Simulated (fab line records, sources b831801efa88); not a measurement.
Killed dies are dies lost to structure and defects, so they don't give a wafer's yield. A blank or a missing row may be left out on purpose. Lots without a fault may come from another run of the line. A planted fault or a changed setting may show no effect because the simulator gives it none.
Which tool did it? | flow sky130 | 24 lots, 72 wafers sampled, at 5 steps of a route of 708

WHAT THE GAUGES READ, wafer by wafer
SKY_SD_N_CD_MEAS_07: target cd 380 nm.
lot  | measured     | on        | cd_nm (nm)
L074 | day 27 08:25 | cd_sem-01 | 375.4 376.3 375.6
L075 | day 28 20:47 | cd_sem-01 | 382.4 380.9 380.0
L076 | day 28 13:47 | cd_sem-02 | 383.0 380.1 382.5
L077 | day 29 06:41 | cd_sem-01 | 383.5 384.5 385.4
L078 | day 29 02:53 | cd_sem-02 | 383.8 385.3 384.5
L079 | day 29 20:04 | cd_sem-02 | 380.2 379.8 379.4
L080 | day 30 00:32 | cd_sem-01 | 382.5 382.8 379.0
L081 | day 30 05:34 | cd_sem-02 | 382.4 380.2 381.3
L082 | day 30 12:35 | cd_sem-01 | 379.6 376.6 377.7
L083 | day 30 19:56 | cd_sem-02 | 379.8 378.7 378.8
L084 | day 31 17:26 | cd_sem-01 | 379.6 379.5 380.0
L085 | day 31 18:54 | cd_sem-02 | 379.7 380.4 379.5
L086 | day 31 20:29 | cd_sem-02 | 375.5 376.7 376.6
L087 | day 31 22:53 | cd_sem-01 | 382.7 381.0 380.1
L088 | day 32 12:02 | cd_sem-01 | 382.8 385.9 382.8
L089 | day 33 18:32 | cd_sem-01 | 381.5 381.3 382.2
L090 | day 33 16:53 | cd_sem-02 | 381.0 380.0 380.6
L091 | day 34 01:03 | cd_sem-01 | 381.4 382.5 380.9
L092 | day 34 09:35 | cd_sem-02 | 382.2 380.3 379.8
L093 | day 34 06:23 | cd_sem-01 | 383.5 385.8 385.2
L094 | day 34 08:08 | cd_sem-02 | 381.4 380.8 381.9
L095 | day 34 22:20 | cd_sem-02 | 380.0 380.2 381.0
L096 | day 34 20:53 | cd_sem-01 | 381.6 378.8 380.0
L097 | day 35 12:16 | cd_sem-02 | 380.1 379.5 381.2

SKY_LI_CONTACT_CD_MEAS_12: target cd 170 nm.
lot  | measured     | on        | cd_nm (nm)
L074 | day 28 14:25 | cd_sem-01 | 169.1 170.3 168.2
L075 | day 30 02:26 | cd_sem-01 | 171.0 169.4 171.2
L076 | day 29 19:44 | cd_sem-02 | 170.8 170.7 170.3
L077 | day 30 13:59 | cd_sem-01 | 168.7 167.9 168.1
L078 | day 30 08:23 | cd_sem-02 | 170.9 170.4 171.0
L079 | day 31 01:25 | cd_sem-02 | 167.9 169.3 168.4
L080 | day 31 06:17 | cd_sem-01 | 170.4 168.7 170.7
L081 | day 31 10:25 | cd_sem-02 | 170.3 169.3 170.6
L082 | day 31 17:32 | cd_sem-02 | 170.6 171.8 170.3
L083 | day 32 01:08 | cd_sem-02 | 169.3 170.8 170.8
L084 | day 32 22:41 | cd_sem-02 | 169.7 167.4 168.6
L085 | day 33 00:41 | cd_sem-01 | 170.4 169.3 169.6
L086 | day 33 01:07 | cd_sem-01 | 170.1 171.3 170.3
L087 | day 33 03:32 | cd_sem-01 | 173.8 171.8 171.7
L088 | day 33 16:11 | cd_sem-01 | 171.9 171.9 173.5
L089 | day 34 20:29 | cd_sem-02 | 167.4 168.7 168.6
L090 | day 34 18:53 | cd_sem-02 | 170.6 170.6 172.3
L091 | day 35 02:22 | cd_sem-02 | 169.6 169.3 169.0
L092 | day 35 10:23 | cd_sem-02 | 168.4 170.0 168.6
L093 | day 35 07:32 | cd_sem-02 | 167.5 167.0 170.8
L094 | day 35 08:59 | cd_sem-01 | 170.2 169.1 169.9
L095 | day 35 22:50 | cd_sem-01 | 170.2 168.7 168.3
L096 | day 35 21:05 | cd_sem-02 | 169.5 170.2 170.7
L097 | day 36 14:46 | cd_sem-02 | 167.6 168.9 167.1

SKY_LOCAL_INTERCONNECT_OVL_MEAS_12.
lot  | measured     | on         | LOCAL_INTERCONNECT_OVL (nm)
L074 | day 29 19:58 | overlay-01 | -2 3 6
L075 | day 31 07:16 | overlay-01 | 1 6 1
L076 | day 31 00:52 | overlay-01 | -5 -4 -3
L077 | day 31 19:25 | overlay-01 | 7 6 11
L078 | day 31 13:55 | overlay-02 | -7 -2 -2
L079 | day 32 06:55 | overlay-02 | 8 -1 4
L080 | day 32 11:01 | overlay-02 | -5 -1 -1
L081 | day 32 15:37 | overlay-02 | 5 1 3
L082 | day 32 22:56 | overlay-01 | -9 -5 -3
L083 | day 33 05:28 | overlay-02 | -4 -3 2
L084 | day 34 01:16 | overlay-02 | -5 1 -5
L085 | day 34 03:32 | overlay-01 | -3 -9 -4
L086 | day 34 03:52 | overlay-01 | -6 1 -6
L087 | day 34 07:01 | overlay-01 | 6 6 8
L088 | day 34 17:49 | overlay-01 | -2 3 -2
L089 | day 35 20:16 | overlay-02 | -2 -9 -4
L090 | day 35 18:58 | overlay-01 | 5 7 5
L091 | day 36 03:53 | overlay-02 | 11 1 6
L092 | day 36 12:40 | overlay-01 | 6 6 7
L093 | day 36 10:16 | overlay-02 | -1 -3 3
L094 | day 36 11:02 | overlay-02 | -6 -4 -4
L095 | day 37 02:49 | overlay-01 | 6 -2 -2
L096 | day 37 00:49 | overlay-02 | -5 -9 -9
L097 | day 37 18:40 | overlay-01 | 5 10 -1

SKY_METAL3_CD_MEAS_13: target cd 300 nm.
lot  | measured     | on        | cd_nm (nm)
L074 | day 37 19:22 | cd_sem-01 | 301.6 301.5 301.6
L075 | day 39 01:59 | cd_sem-02 | 299.7 298.6 299.3
L076 | day 38 20:08 | cd_sem-02 | 302.0 300.1 301.7
L077 | day 39 15:50 | cd_sem-01 | 300.3 300.6 300.4
L078 | day 39 10:29 | cd_sem-01 | 299.3 299.3 298.8
L079 | day 40 05:46 | cd_sem-02 | 299.9 300.7 299.3
L080 | day 40 06:05 | cd_sem-02 | 299.0 298.6 298.7
L081 | day 40 09:22 | cd_sem-01 | 299.1 300.2 299.1
L082 | day 40 15:32 | cd_sem-01 | 300.9 299.0 299.3
L083 | day 40 21:02 | cd_sem-01 | 300.6 299.8 301.2
L084 | day 41 16:26 | cd_sem-02 | 298.4 298.1 298.5
L085 | day 41 17:33 | cd_sem-02 | 301.9 301.3 301.5
L086 | day 41 17:56 | cd_sem-01 | 301.4 300.3 299.5
L087 | day 41 19:23 | cd_sem-01 | 301.3 300.5 301.0
L088 | day 42 04:08 | cd_sem-02 | 299.6 300.9 300.5
L089 | day 43 11:50 | cd_sem-01 | 298.8 299.1 298.3
L090 | day 43 07:59 | cd_sem-01 | 300.4 300.6 300.5
L091 | day 43 18:33 | cd_sem-01 | 299.4 298.0 300.1
L092 | day 44 01:35 | cd_sem-01 | 297.7 297.6 298.8
L093 | day 44 00:17 | cd_sem-01 | 297.2 295.3 297.1
L094 | day 44 00:29 | cd_sem-02 | 301.0 301.7 300.4
L095 | day 44 13:35 | cd_sem-01 | 299.3 299.7 297.4
L096 | day 44 12:38 | cd_sem-02 | 300.8 300.3 299.5
L097 | day 45 02:22 | cd_sem-02 | 298.9 299.1 298.4

WHICH TOOL RAN EACH LOT (tool, then ch and the chambers of the sampled wafers, then the start)
lot  | SKY_FIELD_ISO_ETCH_15
L074 | rie_diel-01 ch 0,2, day 2 04:52
L075 | rie_diel-01 ch 1,2,3, day 2 14:40
L076 | rie_diel-04 ch 0,1,3, day 2 15:30
L077 | rie_diel-02 ch 1,2,3, day 2 22:33
L078 | rie_diel-01 ch 1,2, day 3 00:22
L079 | rie_diel-01 ch 0,1,2, day 3 05:01
L080 | rie_diel-01 ch 0,1,2, day 3 13:18
L081 | rie_diel-04 ch 0,1,3, day 3 18:21
L082 | rie_diel-01 ch 0,3, day 3 22:37
L083 | rie_diel-02 ch 1,2,3, day 4 03:33
L084 | rie_diel-02 ch 1,3, day 4 10:45
L085 | rie_diel-04 ch 0,3, day 4 14:54
L086 | rie_diel-04 ch 0,2,3, day 4 19:27
L087 | rie_diel-01 ch 0,2,3, day 5 00:12
L088 | rie_diel-01 ch 1,2,3, day 5 05:24
L089 | rie_diel-01 ch 0,2,3, day 5 12:01
L090 | rie_diel-02 ch 1,2, day 5 16:22
L091 | rie_diel-04 ch 0,1,3, day 5 20:34
L092 | rie_diel-04 ch 0,1, day 6 02:10
L093 | rie_diel-04 ch 0,2,3, day 6 08:39
L094 | rie_diel-02 ch 0,1,3, day 6 13:30
L095 | rie_diel-04 ch 0,2,3, day 7 00:52
L096 | rie_diel-02 ch 0,2,3, day 7 01:54
L097 | rie_diel-01 ch 1,2,3, day 7 11:15
- SKY_FIELD_ISO_ETCH_15: etches the open film in CHF3/O2, stops on Si, target depth 180 nm, time 72 s.

WHAT THE TOOLS THEMSELVES READ (means of the sampled wafers that have a number; where no wafer has one, the mark that the record gives instead)
SKY_FIELD_ISO_ETCH_15.
lot  | tool        | drypump_motor_current_A (A) | oes_product_au (a.u.) | rf_fwd_power_W (W) | throttle_valve_pct (%)
L074 | rie_diel-01 | 6.1                         | 0.948                 | 594.8              | 8.851
L075 | rie_diel-01 | 6.0                         | 0.937                 | 596.4              | 8.843
L076 | rie_diel-04 | 5.5                         | 0.948                 | 593.6              | 8.849
L077 | rie_diel-02 | 5.5                         | 0.944                 | 594.1              | 8.836
L078 | rie_diel-01 | 5.6                         | 0.942                 | 598.0              | 8.841
L079 | rie_diel-01 | 5.8                         | 0.937                 | 594.7              | 8.855
L080 | rie_diel-01 | 5.8                         | 0.937                 | 597.0              | 8.844
L081 | rie_diel-04 | 5.5                         | 0.937                 | 595.0              | 8.848
L082 | rie_diel-01 | 6.1                         | 0.941                 | 594.7              | 8.847
L083 | rie_diel-02 | 5.5                         | 0.946                 | 596.2              | 8.832
L084 | rie_diel-02 | 5.4                         | 0.942                 | 598.2              | 8.839
L085 | rie_diel-04 | 5.1                         | 0.944                 | 595.1              | 8.841
L086 | rie_diel-04 | 5.3                         | 0.935                 | 594.8              | 8.841
L087 | rie_diel-01 | 6.2                         | 0.947                 | 596.0              | 8.837
L088 | rie_diel-01 | 6.0                         | 0.948                 | 595.6              | 8.843
L089 | rie_diel-01 | 6.2                         | 0.945                 | 597.0              | 8.851
L090 | rie_diel-02 | 5.2                         | 0.939                 | 594.6              | 8.841
L091 | rie_diel-04 | 5.5                         | 0.945                 | 592.5              | 8.850
L092 | rie_diel-04 | 5.5                         | 0.947                 | 595.7              | 8.845
L093 | rie_diel-04 | 5.3                         | 0.954                 | 596.8              | 8.834
L094 | rie_diel-02 | 5.6                         | 0.936                 | 597.6              | 8.834
L095 | rie_diel-04 | 5.3                         | 0.946                 | 595.6              | 8.843
L096 | rie_diel-02 | 5.9                         | 0.949                 | 595.5              | 8.842
L097 | rie_diel-01 | 6.0                         | 0.945                 | 597.1              | 8.847

THE ANSWER, worked out from the rows above alone
Rule: what is usual is taken from the lots themselves. Put in order of their means at a reading, lots are off if they are a third of the lots or fewer, leave a main group of 4 or more, and stand apart from it by a gap of 3 or more times the standard deviation of the main group's means; of several such gaps the widest counts. A main group whose means are all the same, to the digits that the tables above print for the reading, isn't used. A lot without any number at a reading at which 4 lots or more have one is off too. The other lots that the step has rows for count as sound. The gauges are gone through in route order, then the tools' own readings, and for those a lot's mean is taken as printed above. The first step at which some lot is off is used, and at that step the reading that is off furthest; a lot without a number counts as furthest.
No lot is off at any reading shown: from this, nothing can be told.

WHAT THE SIMULATOR HAD PUT IN
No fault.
